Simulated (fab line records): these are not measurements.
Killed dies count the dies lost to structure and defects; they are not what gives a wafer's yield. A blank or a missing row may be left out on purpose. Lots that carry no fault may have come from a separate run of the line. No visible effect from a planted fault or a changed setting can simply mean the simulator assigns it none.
Chamber matching | flow gf180mcu | GF_PASSIVATION_CVD_00 on pecvd-02 has 3 sister chambers
The step deposits SiO2 from TEOS, target thk 1000 nm, time 108.3 s. 33 wafers are shown with their chamber, then 12 later ones without.

## WAFERS, EACH WITH ITS CHAMBER
wafer  | chamber | heaterPowerW (W)
L074.1 | 0       | 515
L074.3 | 1       | 699
L074.5 | 1       | 747
L076.1 | 2       | 715
L076.5 | 1       | 617
L076.6 | 2       | 755
L077.1 | 2       | 718
L077.3 | 1       | 695
L077.4 | 2       | 761
L079.1 | 0       | 533
L079.3 | 1       | 732
L079.4 | 0       | 585
L083.3 | 2       | 758
L083.4 | 0       | 621
L083.6 | 2       | 616
L084.1 | 0       | 523
L084.2 | 2       | 628
L084.3 | 2       | 685
L084.4 | 0       | 584
L084.5 | 0       | 606
L084.6 | 2       | 761
L087.1 | 1       | 735
L087.2 | 2       | 759
L087.4 | 1       | 592
L088.1 | 0       | 598
L088.2 | 2       | 782
L088.4 | 2       | 611
L092.1 | 0       | 557
L092.2 | 1       | 668
L092.3 | 2       | 745
L092.4 | 2       | 770
L092.5 | 1       | 715
L092.6 | 0       | 585

SIGNATURES (averages over the wafers above)
reading      | chamber 0 | chamber 1 | chamber 2 | scatter within a chamber
heaterPowerW | 570.70    | 688.89    | 718.86    | 52.3
Rule: a wafer lies at a distance from a chamber equal to the root of the sum of squares, over the readings, of (its reading less the chamber's mean, divided by the reading's scatter). The wafer belongs to the nearest chamber; if the next one is less than 2 further off, it can't be placed. How the scatter is found: for the shown wafers, subtract from each reading the mean of its chamber, square and add these, divide the total by (wafers less chambers), then take the root.

## WAFERS WITH NO CHAMBER GIVEN
wafer  | heaterPowerW (W)
L094.1 | 655
L094.2 | 554
L094.3 | 777
L094.4 | 606
L094.5 | 600
L094.6 | 692
L096.3 | 761
L096.4 | 614
L096.5 | 602
L097.1 | 743
L097.5 | 596
L097.6 | 607

## WHICH CHAMBER EACH ONE RAN IN
wafer  | from the rows above          | in truth
L094.1 | can't be placed: 1 or 2 or 0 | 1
L094.2 | 0                            | 0
L094.3 | can't be placed: 2 or 1      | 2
L094.4 | can't be placed: 0 or 1 or 2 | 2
L094.5 | can't be placed: 0 or 1 or 2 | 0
L094.6 | can't be placed: 1 or 2      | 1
L096.3 | can't be placed: 2 or 1      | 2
L096.4 | can't be placed: 0 or 1 or 2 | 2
L096.5 | can't be placed: 0 or 1 or 2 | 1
L097.1 | can't be placed: 2 or 1      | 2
L097.5 | can't be placed: 0 or 1 or 2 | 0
L097.6 | can't be placed: 0 or 1 or 2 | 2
1 of 12 placed correctly. These rows do not allow placing 11 (true chamber among the candidates in 11). Number placed wrongly: 0.
